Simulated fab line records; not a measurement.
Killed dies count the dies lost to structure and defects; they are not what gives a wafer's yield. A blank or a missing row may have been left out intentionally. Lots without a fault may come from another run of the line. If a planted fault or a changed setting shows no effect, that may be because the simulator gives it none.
What tool caused it?	flow sky130	15 lots with 45 wafers sampled at 5 steps, on a route of 708 steps

WHAT THE GAUGES READ, wafer by wafer
SKY_VIA2_RS_MEAS_22: measurement is done with a four-point probe.
lot	measured	on	VIA2_W_RS (ohm/sq)
L836	day 37 10:38	film metro-01	0.271 0.273 0.272
L837	day 37 16:55	film metro-02	0.275 0.272 0.276
L839	day 37 17:05	film metro-04	0.277 0.270 0.278
L840	day 37 19:03	film metro-02	0.276 0.276 0.275
L841	day 37 19:48	film metro-04	0.270 0.277 0.276
L843	day 38 15:53	film metro-04	0.274 0.273 0.274
L845	day 38 23:24	film metro-01	0.270 0.274 0.269
L846	day 39 10:26	film metro-04	0.274 0.274 0.274
L848	day 40 01:02	film metro-02	0.269 0.274 0.269
L849	day 40 02:34	film metro-01	0.274 0.278 0.276
L850	day 40 08:00	film metro-01	0.278 0.271 0.273
L852	day 41 06:38	film metro-04	0.276 0.281 0.274
L854	day 42 02:54	film metro-02	0.277 0.276 0.275
L856	day 42 08:47	film metro-04	0.272 0.275 0.275
L857	day 42 12:38	film metro-01	0.274 0.273 0.271

SKY_METAL3_CD_MEAS_13: target cd 300 nm.
lot	measured	on	cd nm (nm)
L836	day 39 14:04	cd sem-02	299.7 300.8 298.8
L837	day 39 20:13	cd sem-02	301.2 299.8 299.8
L839	day 39 20:29	cd sem-01	301.5 302.8 302.3
L840	day 39 22:01	cd sem-02	299.4 301.3 298.5
L841	day 39 22:39	cd sem-01	298.9 298.6 300.4
L843	day 40 18:52	cd sem-02	301.6 302.3 302.8
L845	day 41 01:30	cd sem-01	302.3 300.4 300.8
L846	day 41 12:07	cd sem-01	300.9 301.9 301.6
L848	day 42 02:51	cd sem-02	300.5 301.8 299.6
L849	day 42 04:02	cd sem-01	301.4 302.0 301.6
L850	day 42 08:29	cd sem-01	299.8 301.1 301.4
L852	day 43 06:29	cd sem-01	301.6 302.1 302.2
L854	day 44 02:03	cd sem-02	298.7 298.0 298.6
L856	day 44 08:21	cd sem-01	299.0 298.8 299.5
L857	day 44 11:12	cd sem-02	299.9 299.8 299.8

SKY_VIA3_THK_MEAS_01.
lot	measured	on	VIA3_HDPCVD_THK (nm)
L836	day 39 15:19	film metro-01	1626 1660 1639
L837	day 39 21:48	film metro-03	1640 1629 1643
L839	day 39 21:46	film metro-04	1603 1612 1612
L840	day 39 23:45	film metro-03	1623 1644 1620
L841	day 39 23:53	film metro-01	1610 1613 1597
L843	day 40 20:32	film metro-04	1618 1624 1619
L845	day 41 02:52	film metro-01	1614 1593 1610
L846	day 41 13:23	film metro-04	1626 1631 1614
L848	day 42 04:08	film metro-04	1604 1614 1633
L849	day 42 05:17	film metro-03	1617 1632 1628
L850	day 42 09:44	film metro-04	1630 1617 1619
L852	day 43 07:46	film metro-04	1620 1624 1625
L854	day 44 03:26	film metro-01	1616 1605 1615
L856	day 44 09:35	film metro-03	1609 1625 1617
L857	day 44 12:26	film metro-03	1644 1638 1649

SKY_VIA3_BOW_MEAS_03.
lot	measured	on	VIA3_BOW (um)
L836	day 39 15:41	film metro-01	82 94 77
L837	day 39 22:10	film metro-03	143 139 142
L839	day 39 22:08	film metro-01	84 74 85
L840	day 40 00:07	film metro-03	140 152 149
L841	day 40 00:15	film metro-04	118 132 126
L843	day 40 20:55	film metro-03	97 80 84
L845	day 41 03:14	film metro-03	76 75 76
L846	day 41 13:45	film metro-04	74 86 73
L848	day 42 04:29	film metro-03	89 84 85
L849	day 42 05:39	film metro-01	70 76 84
L850	day 42 10:06	film metro-03	79 84 88
L852	day 43 08:08	film metro-04	79 98 88
L854	day 44 03:47	film metro-03	84 82 83
L856	day 44 09:57	film metro-01	67 84 75
L857	day 44 12:48	film metro-04	70 67 73

EACH LOT AND THE TOOL THAT RAN IT (in order: tool; ch and the chambers of the sampled wafers; start)
lot	SKY_VIA3_CMP_02
L836	cmp-02 ch 1,2,3, day 39 15:22
L837	cmp-01 ch 1,2,3, day 39 21:57
L839	cmp-02 ch 0,3, day 39 21:50
L840	cmp-01 ch 0,1,3, day 39 23:48
L841	cmp-02 ch 0,1, day 39 23:57
L843	cmp-02 ch 0,1,2, day 40 20:38
L845	cmp-01 ch 0,2, day 41 02:56
L846	cmp-02 ch 2,3, day 41 13:26
L848	cmp-01 ch 0,1,2, day 42 04:11
L849	cmp-01 ch 0,2,3, day 42 05:27
L850	cmp-02 ch 1,2, day 42 09:51
L852	cmp-01 ch 0,1,3, day 43 07:56
L854	cmp-01 ch 0,2,3, day 44 03:38
L856	cmp-02 ch 0,3, day 44 09:42
L857	cmp-02 ch 0,1,3, day 44 12:33
- SKY_VIA3_CMP_02: polishes SiO2.

AS READ BY THE TOOLS THEMSELVES (means over the sampled wafers that have a number; for cases with no such wafer, the mark the record gives instead)
SKY_VIA3_CMP_02.
lot	tool	edge zone pressure frac	head pressure psi (psi)	motor current A (A)
L836	cmp-02	1.001	4.001	11.6
L837	cmp-01	-	-	-
L839	cmp-02	0.995	4.011	11.9
L840	cmp-01	-	-	-
L841	cmp-02	-	-	-
L843	cmp-02	0.997	4.000	12.0
L845	cmp-01	0.998	3.989	12.3
L846	cmp-02	1.003	3.987	11.2
L848	cmp-01	1.000	4.003	12.0
L849	cmp-01	1.003	3.992	11.5
L850	cmp-02	0.996	4.012	11.9
L852	cmp-01	1.001	4.001	11.7
L854	cmp-01	1.001	4.000	11.7
L856	cmp-02	0.995	4.006	11.3
L857	cmp-02	0.999	3.999	12.0

THE ANSWER, worked out from the rows above alone
Rule: the usual values come from the lots themselves. Put in order of their means at a reading, lots are off if they are a third of the lots or fewer, leave a main group of 4 or more, and stand apart from it by a gap of 3 or more times the standard deviation of the main group's means; of several such gaps the widest counts. The tables above print the reading to a certain number of digits; a main group whose means all agree to those digits is not used. Also off: a lot with no number at a reading for which 4 or more lots have one. Where the step has rows for the other lots, those lots are counted as sound. Order of review: gauges by route order, followed by the tools' own readings, for which a lot's mean as printed above is used. The first step at which some lot is off is used, and at that step the reading that is off furthest; a lot without a number counts as furthest.
Off: L837, L840, L841, at SKY_VIA3_BOW_MEAS_03 (VIA3_BOW). Mean 81 um and standard deviation 5.4 in the main group.
If a tool, at a process step before that reading, ran all the lots that are off and no sound lot after the first of them, it fits. The gauges at SKY_VIA3_BOW_MEAS_03 aren't tried: what is off there is off at SKY_VIA3_CMP_02 too, on other tools, and a gauge's error can't cause that. No candidate that was tried fits.

WHAT THE SIMULATOR HAD PUT IN
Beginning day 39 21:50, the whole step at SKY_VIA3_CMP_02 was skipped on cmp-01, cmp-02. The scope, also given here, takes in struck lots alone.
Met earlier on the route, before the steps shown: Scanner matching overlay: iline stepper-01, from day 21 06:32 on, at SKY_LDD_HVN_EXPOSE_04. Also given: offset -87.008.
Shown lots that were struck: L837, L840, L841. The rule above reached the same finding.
